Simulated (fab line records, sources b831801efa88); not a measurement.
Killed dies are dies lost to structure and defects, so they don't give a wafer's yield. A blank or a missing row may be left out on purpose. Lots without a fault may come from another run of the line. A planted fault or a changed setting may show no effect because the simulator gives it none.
Which tool did it? | flow sky130 | 13 lots, 39 wafers sampled, at 5 steps of a route of 708

WHAT THE GAUGES READ, wafer by wafer
SKY_SD_N_RS_MEAS_16: measures by four-point-probe.
lot  | measured     | on            | SD_N_RS (ohm/sq)
L414 | day 27 18:40 | film_metro-02 | 68.96 68.88 69.10
L415 | day 27 23:20 | film_metro-03 | 68.86 68.96 69.00
L417 | day 28 20:31 | film_metro-03 | 68.68 68.63 68.55
L418 | day 29 19:58 | film_metro-02 | 68.78 68.99 68.82
L422 | day 31 00:01 | film_metro-03 | 68.81 68.71 68.72
L427 | day 32 13:40 | film_metro-04 | 68.87 68.87 68.97
L430 | day 33 12:29 | film_metro-03 | 68.75 68.87 68.76
L431 | day 33 18:01 | film_metro-04 | 68.85 68.85 68.78
L432 | day 34 00:46 | film_metro-03 | 68.81 68.83 68.63
L434 | day 34 06:10 | film_metro-04 | 68.97 68.81 68.92
L435 | day 34 13:13 | film_metro-02 | 68.96 69.08 68.97
L436 | day 35 01:16 | film_metro-03 | 68.69 68.75 68.61
L437 | day 35 18:26 | film_metro-02 | 69.14 68.94 68.89

SKY_SD_N_RS_MEAS_17: measures by four-point-probe.
lot  | measured     | on            | SD_P_RS (ohm/sq)
L414 | day 27 18:47 | film_metro-02 | 148.0 147.9 147.7
L415 | day 27 23:27 | film_metro-03 | 147.0 147.1 147.0
L417 | day 28 20:38 | film_metro-03 | 146.7 146.4 146.6
L418 | day 29 20:05 | film_metro-02 | 146.6 146.7 146.9
L422 | day 31 00:08 | film_metro-03 | 147.1 146.6 146.6
L427 | day 32 13:47 | film_metro-04 | 146.8 147.2 147.3
L430 | day 33 12:37 | film_metro-03 | 147.3 147.2 147.2
L431 | day 33 18:08 | film_metro-04 | 147.0 146.6 147.0
L432 | day 34 00:53 | film_metro-03 | 147.2 146.9 147.1
L434 | day 34 06:17 | film_metro-04 | 147.5 147.3 147.3
L435 | day 34 13:20 | film_metro-02 | 147.1 147.8 147.4
L436 | day 35 01:23 | film_metro-03 | 146.3 146.4 147.0
L437 | day 35 18:33 | film_metro-02 | 147.3 147.1 147.1

SKY_LI_CONTACT_THK_MEAS_01.
lot  | measured     | on            | LI_CONTACT_HDPCVD_THK (nm)
L414 | day 27 19:09 | film_metro-04 | 899 902 905
L415 | day 27 23:47 | film_metro-03 | 897 903 903
L417 | day 28 21:00 | film_metro-03 | 908 897 910
L418 | day 29 20:26 | film_metro-04 | 920 894 896
L422 | day 31 00:29 | film_metro-04 | 893 891 900
L427 | day 32 14:11 | film_metro-03 | 890 890 885
L430 | day 33 12:58 | film_metro-02 | 909 899 906
L431 | day 33 18:29 | film_metro-02 | 892 900 891
L432 | day 34 01:14 | film_metro-02 | 890 919 898
L434 | day 34 06:39 | film_metro-04 | 917 911 884
L435 | day 34 13:42 | film_metro-03 | 896 910 893
L436 | day 35 01:44 | film_metro-03 | 899 899 903
L437 | day 35 18:54 | film_metro-03 | 899 893 918

SKY_LOCAL_INTERCONNECT_CD_MEAS_11: target cd 170 nm.
lot  | measured     | on        | cd_nm (nm)
L414 | day 30 05:57 | cd_sem-02 | 172.8 172.7 172.7
L415 | day 30 10:19 | cd_sem-01 | 166.9 169.7 168.5
L417 | day 31 06:58 | cd_sem-02 | 169.0 168.4 170.5
L418 | day 32 05:10 | cd_sem-02 | 170.9 115.4 114.7
L422 | day 33 08:23 | cd_sem-01 | 116.2 116.3 168.8
L427 | day 34 21:37 | cd_sem-01 | 170.1 172.1 169.4
L430 | day 35 19:42 | cd_sem-02 | 169.7 169.5 169.1
L431 | day 36 01:59 | cd_sem-01 | 167.4 168.9 167.5
L432 | day 36 07:55 | cd_sem-01 | 169.3 170.2 169.4
L434 | day 36 13:28 | cd_sem-02 | 170.1 171.1 171.0
L435 | day 36 20:00 | cd_sem-02 | 169.8 170.2 168.4
L436 | day 37 08:57 | cd_sem-02 | 168.6 168.3 168.7
L437 | day 38 01:06 | cd_sem-01 | 170.9 170.5 171.6

WHICH TOOL RAN EACH LOT (tool, then ch and the chambers of the sampled wafers, then the start)
lot  | SKY_LOCAL_INTERCONNECT_EXPOSE_08
L414 | krf_scanner-02 ch 0, day 29 15:59
L415 | krf_scanner-01 ch 0, day 29 20:35
L417 | krf_scanner-01 ch 0, day 30 17:33
L418 | krf_scanner-01 ch 0, day 31 15:51
L422 | krf_scanner-01 ch 0, day 32 18:50
L427 | krf_scanner-02 ch 0, day 34 08:17
L430 | krf_scanner-01 ch 0, day 35 06:40
L431 | krf_scanner-01 ch 0, day 35 12:56
L432 | krf_scanner-02 ch 0, day 35 19:11
L434 | krf_scanner-02 ch 0, day 36 00:52
L435 | krf_scanner-01 ch 0, day 36 06:56
L436 | krf_scanner-01 ch 0, day 36 19:39
L437 | krf_scanner-02 ch 0, day 37 12:15
- SKY_LOCAL_INTERCONNECT_EXPOSE_08: exposes mask LI1M, target cd 170 nm.

WHAT THE TOOLS THEMSELVES READ (means of the sampled wafers that have a number; where no wafer has one, the mark that the record gives instead)
The record holds no such reading with a usual standard deviation.

THE ANSWER, worked out from the rows above alone
Rule: what is usual is taken from the lots themselves. Put in order of their means at a reading, lots are off if they are a third of the lots or fewer, leave a main group of 4 or more, and stand apart from it by a gap of 3 or more times the standard deviation of the main group's means; of several such gaps the widest counts. A main group whose means are all the same, to the digits that the tables above print for the reading, isn't used. A lot without any number at a reading at which 4 lots or more have one is off too. The other lots that the step has rows for count as sound. The gauges are gone through in route order, then the tools' own readings, and for those a lot's mean is taken as printed above. The first step at which some lot is off is used, and at that step the reading that is off furthest; a lot without a number counts as furthest.
Off: L418, L422, at SKY_LOCAL_INTERCONNECT_CD_MEAS_11 (cd_nm). The main group: mean 169.8 nm, standard deviation 1.3.
A tool fits if, at a process step before that reading, it ran every lot that is off, and no sound lot after the first of them. The gauges at SKY_LOCAL_INTERCONNECT_CD_MEAS_11 are tried like those tools. None of those tried fits.

WHAT THE SIMULATOR HAD PUT IN
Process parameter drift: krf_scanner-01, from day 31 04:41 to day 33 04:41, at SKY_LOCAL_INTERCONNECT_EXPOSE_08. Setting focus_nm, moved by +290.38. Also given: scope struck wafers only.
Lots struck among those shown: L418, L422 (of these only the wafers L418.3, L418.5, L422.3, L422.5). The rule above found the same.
